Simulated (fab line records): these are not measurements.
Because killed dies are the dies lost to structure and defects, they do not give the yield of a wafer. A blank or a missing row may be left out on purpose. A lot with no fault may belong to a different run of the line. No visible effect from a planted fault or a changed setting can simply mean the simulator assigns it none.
fab line records    flow sky130    part 2 of 2: steps 26 to 34 of 34
record: lots: 5  wafers: 15  last-day: 50
route steps=708 shown LDD_P@261 LDD_HVN@267 LDD_HVP@278 LDD_LDN@289
lots with no fault: from the same line, run without faults
start-h: start of the lot's first displayed wafer, in hours after the record's first day    wait-h: hours elapsed since this lot's preceding step    " unchanged from the row above    L1.1+2: a single row standing in for several wafers    - no value, or no start was given    * or withheld: withheld    < > ~ a bound
route shown NAME@n: names a module that has steps shown in the file, with the first one's number in the route    usual: mean/standard deviation of fault-free wafers    same: alike in all rows    chamber/n: place in a boat    sites: readings site by site    _std_site: the standard deviation of these    _edge_site: inner sites' mean taken away from outer sites' mean    radius-mm: for every site, how far away it sits from the centre of the wafer    mask NAME#n: copy n    behind: tool/chamber where the wafer was last shaped    hold: why the lot went on hold/how many hours it stayed there/how the hold came to an end    device: the n, p or np transistor that did not switch    end of line: the same wafers' tests at the end of the route    a step without rows: its recipe alone    killed: the dies lost at the first sort to structure and to defects; this is not the yield of the wafer    map: shows each die of a wafer: x if killed, . if not, _ if none is there
set.NAME: the setting the step ran with; set.NAME@STEP: the setting that earlier step ran with    model.NAME: the simulator's own value behind a step, which no gauge read
lots at some steps of the route; a table a step, a row a wafer
services: a tool's chamber out of use, with start hour (start-h, from the record's first day; less than 0 if before it), hours out, and reason
== steps ==
step: SKY_LDD_HVP_IMPLANT_08
recipe: species: B  energy-kev: 20  dose-cm2: 1.7e+13  tilt-deg: 17.9
usual: beam-on-s: 9.99/0.2  faraday-current-uA: 96.0/1.9
lot.wafer  tool          chamber  start-h  wait-h  beam-on-s  faraday-current-uA
L080.1     implanter-03  0        558.61   0.0     10.01      96.3
L080.2     "             0        "        "       9.79       97.5
L080.6     "             0        "        "       9.66       99.4
L081.2     implanter-02  0        563.23   0.0     10.22      94.0
L081.4     "             0        "        "       9.74       98.2
L081.6     "             0        "        "       9.77       98.0
L084.3     implanter-02  0        597.01   0.1     9.92       96.2
L084.5     "             0        "        "       10.18      94.3
L084.6     "             0        "        "       10.04      95.3
L091.1     implanter-02  0        643.51   0.0     9.82       97.5
L091.2     "             0        "        "       9.80       97.5
L091.4     "             0        "        "       10.26      93.5
L096.2     implanter-02  0        677.88   0.0     10.17      94.6
L096.3     "             0        "        "       9.98       96.4
L096.4     "             0        "        "       9.95       96.4
step: SKY_LDD_HVP_STRIP_09
recipe: chemistry: O2/N2  power-w: 1400  pressure-mtorr: 1500  platen-temp-c: withheld  o2-flow-sccm: 3000  n2-flow-sccm: 300  overash-fraction: 0.5
usual: drypump-motor-current-A: 5.9/0.56  oes-product-au: 0.408/0.0047  strip-time-to-endpoint-s: 4.143/0.013
lot.wafer  tool             chamber  start-h  wait-h  drypump-motor-current-A  oes-product-au  rf-hours-counter-h  strip-time-to-endpoint-s
L080.1     plasma-asher-03  1        558.76   0.1     5.3                      0.404           84                  4.129
L080.2     "                0        "        "       5.8                      0.405           84                  4.138
L080.6     "                0        "        "       5.8                      0.413           -                   4.134
L081.2     plasma-asher-04  0        563.36   0.1     6.8                      0.411           76                  4.132
L081.4     "                1        "        "       5.3                      0.413           -                   4.134
L081.6     "                1        "        "       5.3                      0.411           -                   4.114
L084.3     plasma-asher-02  1        597.14   0.1     5.8                      0.415           -                   4.128
L084.5     "                0        "        "       6.3                      0.407           -                   4.135
L084.6     "                1        "        "       5.8                      0.401           -                   4.115
L091.1     plasma-asher-03  0        643.66   0.1     5.9                      0.410           93                  4.139
L091.2     "                1        "        "       5.3                      0.402           93                  4.160
L091.4     "                1        "        "       5.4                      0.408           -                   4.152
L096.2     plasma-asher-04  0        678.01   0.1     6.8                      0.409           88                  4.150
L096.3     "                1        "        "       5.3                      0.411           -                   4.138
L096.4     "                0        "        "       6.8                      0.408           -                   4.124
step: SKY_LDD_HVP_TW_MEAS_10
usual: LDD_HVP_TW: 452/3.4
lot.wafer  tool           chamber  start-h  wait-h  LDD_HVP_TW
L080.1     film-metro-02  -        558.86   0.1     456
L080.2     "              -        "        "       456
L080.6     "              -        "        "       456
L081.2     film-metro-02  -        563.47   0.1     457
L081.4     "              -        "        "       453
L081.6     "              -        "        "       454
L084.3     film-metro-02  -        597.23   0.1     457
L084.5     "              -        "        "       458
L084.6     "              -        "        "       459
L091.1     film-metro-02  -        643.76   0.1     453
L091.2     "              -        "        "       451
L091.4     "              -        "        "       453
L096.2     film-metro-02  -        678.12   0.1     455
L096.3     "              -        "        "       455
L096.4     "              -        "        "       454
step: SKY_LDD_LDN_DEHYDRATE_00
recipe: temp-c: 200  time-s: 60
usual: chill-plate-temp-C: 22.99/0.12
lot.wafer  tool            chamber  start-h  wait-h  chill-plate-temp-C
L080.1     litho-track-04  0        571.83   13.0    23.01
L080.2     "               0        "        "       23.14
L080.6     "               0        "        "       23.06
L081.2     litho-track-04  0        576.31   12.8    22.95
L081.4     "               0        "        "       23.04
L081.6     "               0        "        "       22.85
L084.3     litho-track-02  0        610.63   13.4    23.06
L084.5     "               0        "        "       23.07
L084.6     "               0        "        "       23.05
L091.1     litho-track-04  0        656.43   12.7    22.81
L091.2     "               0        "        "       22.70
L091.4     "               0        "        "       22.97
L096.2     litho-track-02  0        690.80   12.7    22.99
L096.3     "               0        "        "       22.87
L096.4     "               0        "        "       22.96
step: SKY_LDD_LDN_HMDS_01
recipe: prime-time-s: 60  prime-temp-c: 120
usual: chill-plate-temp-C: 22.97/0.091
lot.wafer  tool            chamber  start-h  wait-h  chill-plate-temp-C
L080.1     litho-track-04  0        571.98   0.1     22.83
L080.2     "               0        "        "       22.97
L080.6     "               0        "        "       23.01
L081.2     litho-track-04  0        576.46   0.1     23.10
L081.4     "               0        "        "       23.07
L081.6     "               0        "        "       23.03
L084.3     litho-track-02  0        610.78   0.1     22.89
L084.5     "               0        "        "       22.97
L084.6     "               0        "        "       22.88
L091.1     litho-track-04  0        656.58   0.1     22.90
L091.2     "               0        "        "       23.05
L091.4     "               0        "        "       22.92
L096.2     litho-track-02  0        690.95   0.1     22.94
L096.3     "               0        "        "       22.93
L096.4     "               0        "        "       22.92
step: SKY_LDD_LDN_COAT_02
recipe: resist: NOVOLAK  spin-rpm: 3000  resist-thk-nm: 1140
usual: chill-plate-temp-C: 22.98/0.1
lot.wafer  tool            chamber  start-h  wait-h  chill-plate-temp-C
L080.1     litho-track-04  0        572.13   0.1     23.06
L080.2     "               0        "        "       22.96
L080.6     "               0        "        "       23.04
L081.2     litho-track-04  0        576.61   0.1     22.99
L081.4     "               0        "        "       23.11
L081.6     "               0        "        "       22.98
L084.3     litho-track-02  0        610.93   0.1     23.06
L084.5     "               0        "        "       22.86
L084.6     "               0        "        "       22.99
L091.1     litho-track-04  0        656.73   0.1     23.00
L091.2     "               0        "        "       23.00
L091.4     "               0        "        "       23.03
L096.2     litho-track-02  0        691.10   0.1     23.17
L096.3     "               0        "        "       22.95
L096.4     "               0        "        "       23.04
step: SKY_LDD_LDN_SOFTBAKE_03
recipe: temp-c: 90  time-s: 60  resist: NOVOLAK
usual: chill-plate-temp-C: 23.01/0.092
lot.wafer  tool            chamber  start-h  wait-h  chill-plate-temp-C
L080.1     litho-track-04  0        572.28   0.1     22.87
L080.2     "               0        "        "       23.00
L080.6     "               0        "        "       23.01
L081.2     litho-track-04  0        576.76   0.1     23.04
L081.4     "               0        "        "       23.04
L081.6     "               0        "        "       23.12
L084.3     litho-track-02  0        611.08   0.1     22.94
L084.5     "               0        "        "       22.97
L084.6     "               0        "        "       23.20
L091.1     litho-track-04  0        656.88   0.1     22.99
L091.2     "               0        "        "       22.95
L091.4     "               0        "        "       23.03
L096.2     litho-track-02  0        691.25   0.1     23.05
L096.3     "               0        "        "       23.08
L096.4     "               0        "        "       22.99
step: SKY_LDD_LDN_EXPOSE_04
recipe: mask-id: LDNTM  na: 0.6  source-shape: conventional  sigma-outer: 0.6  polarization: unpolarized  target-cd-nm: 700  dose-mj: 140
usual: focus-offset-nm: 0.0/0.48
lot.wafer  tool              chamber  start-h  wait-h  mask     focus-offset-nm
L080.1     iline-stepper-02  0        -        -       LDNTM#0  0.4
L080.2     "                 0        "        "       LDNTM#0  0.0
L080.6     "                 0        "        "       LDNTM#0  -0.1
L081.2     iline-stepper-01  0        -        -       LDNTM#0  -0.6
L081.4     "                 0        "        "       LDNTM#0  0.3
L081.6     "                 0        "        "       LDNTM#0  0.0
L084.3     iline-stepper-02  0        -        -       LDNTM#0  0.2
L084.5     "                 0        "        "       LDNTM#0  0.2
L084.6     "                 0        "        "       LDNTM#0  0.0
L091.1     iline-stepper-02  0        -        -       LDNTM#0  -0.7
L091.2     "                 0        "        "       LDNTM#0  -1.0
L091.4     "                 0        "        "       LDNTM#0  -1.0
L096.2     iline-stepper-02  0        -        -       LDNTM#0  -0.3
L096.3     "                 0        "        "       LDNTM#0  -0.7
L096.4     "                 0        "        "       LDNTM#0  -0.4
step: SKY_LDD_LDN_PEB_05
recipe: temp-c: withheld  time-s: *  resist: NOVOLAK
usual: chill-plate-temp-C: *
lot.wafer  tool            chamber  start-h  wait-h  chill-plate-temp-C
L080.1     litho-track-02  0        -        -       *
L080.2     "               0        "        "       *
L080.6     "               0        "        "       *
L081.2     litho-track-04  0        -        -       *
L081.4     "               0        "        "       *
L081.6     "               0        "        "       *
L084.3     litho-track-02  0        -        -       *
L084.5     "               0        "        "       *
L084.6     "               0        "        "       *
L091.1     litho-track-01  0        -        -       *
L091.2     "               0        "        "       *
L091.4     "               0        "        "       *
L096.2     litho-track-01  0        -        -       *
L096.3     "               0        "        "       *
L096.4     "               0        "        "       *
== services ==
tool              chamber  start-h  hours  kind
implanter-04      -        480.32   1.4    repair
iline-stepper-01  -        493.10   3.9    repair
implanter-02      -        516.48   2.9    pm
implanter-02      -        537.17   5.1    repair
plasma-asher-03   -        554.76   0.6    repair
implanter-03      -        566.98   8.6    pm
implanter-02      -        569.33   18.6   pm
implanter-03      -        577.95   3.3    pm
iline-stepper-01  -        593.42   1.7    pm
iline-stepper-02  -        602.25   8.4    repair
plasma-asher-04   -        603.06   2.8    pm
implanter-02      -        603.86   3.7    repair
implanter-02      -        621.00   12.5   pm
plasma-asher-03   -        627.84   2.8    pm
plasma-asher-03   -        634.46   2.0    repair
implanter-03      -        635.12   1.1    repair
implanter-02      -        636.15   1.9    repair
implanter-03      -        638.51   3.8    pm
iline-stepper-02  -        639.56   1.7    pm
iline-stepper-02  -        644.31   8.6    repair
implanter-03      -        646.82   6.4    repair
plasma-asher-01   -        649.55   16.9   repair
plasma-asher-01   -        666.47   14.6   pm
plasma-asher-03   -        669.35   0.5    repair
